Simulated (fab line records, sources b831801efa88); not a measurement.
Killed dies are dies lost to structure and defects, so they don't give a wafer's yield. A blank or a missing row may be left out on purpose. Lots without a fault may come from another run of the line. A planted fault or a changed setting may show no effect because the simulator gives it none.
Which tool did it? | flow gf180mcu | 14 lots, 42 wafers sampled, at 4 steps of a route of 602

WHAT THE GAUGES READ, wafer by wafer
GF_M1_RS_MEAS_05: measures by four-point-probe. Usual: M1_ALCU_RS 0.0694 ohm/sq, standard deviation 0.00085.
lot  | measured     | on            | M1_ALCU_RS (ohm/sq)  | flag
L249 | day 16 13:20 | film_metro-01 | 0.0681 0.0682 0.0692 |
L248 | day 16 17:50 | film_metro-02 | 0.0698 0.0708 0.0697 |
L251 | day 17 09:59 | film_metro-04 | 0.0676 0.0692 0.0690 |
L252 | day 17 11:34 | film_metro-02 | 0.0707 0.0697 0.0699 |
L253 | day 17 23:17 | film_metro-01 | 0.0693 0.0695 0.0689 |
L255 | day 18 15:42 | film_metro-02 | 0.0684 0.0685 0.0680 |
L257 | day 19 07:53 | film_metro-02 | 0.0695 0.0707 0.0694 |
L258 | day 19 16:29 | film_metro-01 | 0.0697 0.0698 0.0708 |
L260 | day 20 01:41 | film_metro-04 | 0.0689 0.0687 0.0685 |
L266 | day 23 11:40 | film_metro-04 | 0.0679 0.0681 0.0680 |
L267 | day 23 12:01 | film_metro-02 | 0.0695 0.0687 0.0690 |
L269 | day 24 00:13 | film_metro-01 | 0.0690 0.0696 0.0696 |
L268 | day 24 07:06 | film_metro-04 | 0.0694 0.0700 0.0700 |
L271 | day 24 19:25 | film_metro-02 | 0.0694 0.0690 0.0692 |

GF_V4_RS_MEAS_24: measures by four-point-probe. Usual: V4_W_RS 0.3266 ohm/sq, standard deviation 0.0029.
lot  | measured     | on            | V4_W_RS (ohm/sq)     | flag
L249 | day 24 15:37 | film_metro-03 | 0.3330 0.3316 0.3263 |
L248 | day 24 21:12 | film_metro-03 | 0.3279 0.3281 0.3275 |
L251 | day 25 12:53 | film_metro-01 | 0.3238 0.3276 0.3290 |
L252 | day 25 14:09 | film_metro-01 | 0.3286 0.3275 0.3248 |
L253 | day 26 00:44 | film_metro-02 | 0.3274 0.3256 0.3243 |
L255 | day 26 17:31 | film_metro-03 | 0.3276 0.3299 0.3287 |
L257 | day 27 08:13 | film_metro-02 | 0.3263 0.3316 0.3285 |
L258 | day 27 14:32 | film_metro-01 | 0.3247 0.3245 0.3238 |
L260 | day 28 00:14 | film_metro-02 | 0.3324 0.3277 0.3297 |
L266 | day 30 19:56 | film_metro-02 | 0.3309 0.3223 0.3255 |
L267 | day 30 19:10 | film_metro-03 | 0.3235 0.3218 0.3233 |
L269 | day 31 04:05 | film_metro-01 | 0.3228 0.3239 0.3318 |
L268 | day 31 10:20 | film_metro-03 | 0.3303 0.3298 0.3236 |
L271 | day 31 20:04 | film_metro-03 | 0.3230 0.3218 0.3266 |

GF_V4_THK_MEAS_25: measures by xrf. Usual: V4_W_THK 346 nm, standard deviation 4.6.
lot  | measured     | on            | V4_W_THK (nm) | flag
L249 | day 24 15:43 | film_metro-03 | 341 342 349   |
L248 | day 24 21:19 | film_metro-03 | 346 348 345   |
L251 | day 25 13:00 | film_metro-01 | 350 347 345   |
L252 | day 25 14:16 | film_metro-01 | 345 347 352   |
L253 | day 26 00:50 | film_metro-02 | 341 343 341   |
L255 | day 26 17:38 | film_metro-03 | 343 340 343   |
L257 | day 27 08:19 | film_metro-02 | 344 337 340   |
L258 | day 27 14:38 | film_metro-01 | 354 353 354   |
L260 | day 28 00:21 | film_metro-02 | 338 345 341   |
L266 | day 30 20:03 | film_metro-02 | 337 344 341   |
L267 | day 30 19:17 | film_metro-03 | 348 351 348   |
L269 | day 31 04:11 | film_metro-01 | 348 350 340   |
L268 | day 31 10:26 | film_metro-03 | 347 347 352   |
L271 | day 31 20:11 | film_metro-03 | 353 354 350   |

WHICH TOOL RAN EACH LOT (tool, then ch and the chambers of the sampled wafers, then the start)
lot  | GF_V3_CMP_26
L249 | cmp-02 ch 0,1,2, day 22 16:12
L248 | cmp-02 ch 0,1,2, day 22 21:16
L251 | cmp-01 ch 2,3, day 23 14:11
L252 | cmp-02 ch 0,1,2, day 23 15:46
L253 | cmp-01 ch 0,3, day 24 03:16
L255 | cmp-01 ch 0,2,3, day 24 20:07
L257 | cmp-01 ch 0,3, day 25 10:58
L258 | cmp-01 ch 0,1, day 25 17:53
L260 | cmp-01 ch 0,1,2, day 26 03:55
L266 | cmp-02 ch 1,2, day 29 02:52
L267 | cmp-01 ch 0,1,3, day 29 03:20
L269 | cmp-02 ch 0,1,2, day 29 12:07
L268 | cmp-02 ch 2,3, day 29 18:50
L271 | cmp-02 ch 0,2,3, day 30 05:29
- GF_V3_CMP_26: polishes, stops on SiO2, t overpolish 15 s, target thk 0 nm.

WHAT THE TOOLS THEMSELVES READ (means of the sampled wafers that have a number; where no wafer has one, the mark that the record gives instead)
GF_V3_CMP_26. Usual: motor_current_A 10.5 A, standard deviation 0.83; overpolish_run_s 15.001 s, standard deviation 0.0087; time_to_endpoint_s 82 s, standard deviation 3.7.
lot  | tool   | motor_current_A (A) | overpolish_run_s (s) | time_to_endpoint_s (s) | flag
L249 | cmp-02 | 10.4                | 14.997               | 81                     |
L248 | cmp-02 | 10.8                | 14.998               | 84                     |
L251 | cmp-01 | 9.6                 | 15.003               | 79                     |
L252 | cmp-02 | 10.6                | 15.009               | 83                     |
L253 | cmp-01 | 10.9                | 14.995               | 79                     |
L255 | cmp-01 | 10.3                | 15.003               | 76                     |
L257 | cmp-01 | 10.6                | 14.996               | 65                     | OFF
L258 | cmp-01 | 11.1                | 14.998               | 66                     | OFF
L260 | cmp-01 | 10.7                | 14.999               | 54                     | OFF
L266 | cmp-02 | 10.5                | 14.999               | 84                     |
L267 | cmp-01 | 10.5                | 15.011               | 81                     |
L269 | cmp-02 | 10.3                | 15.003               | 85                     |
L268 | cmp-02 | 10.4                | 15.003               | 80                     |
L271 | cmp-02 | 10.1                | 15.000               | 83                     |

THE ANSWER, worked out from the rows above alone
Rule: a lot is off if the mean of its wafers that have a number lies more than 3 standard deviations from the usual mean. A lot without any number at a reading at which 4 lots or more have one is off too. The other lots that the step has rows for count as sound. The gauges are gone through in route order, then the tools' own readings, and for those a lot's mean is taken as printed above. The first step at which some lot is off is used, and at that step the reading that is off furthest; a lot without a number counts as furthest.
Off: L257, L258, L260, at GF_V3_CMP_26 (time_to_endpoint_s).
A tool fits if, at that step or a process step before it, it ran every lot that is off, and no sound lot after the first of them. None of those tried fits.

WHAT THE SIMULATOR HAD PUT IN
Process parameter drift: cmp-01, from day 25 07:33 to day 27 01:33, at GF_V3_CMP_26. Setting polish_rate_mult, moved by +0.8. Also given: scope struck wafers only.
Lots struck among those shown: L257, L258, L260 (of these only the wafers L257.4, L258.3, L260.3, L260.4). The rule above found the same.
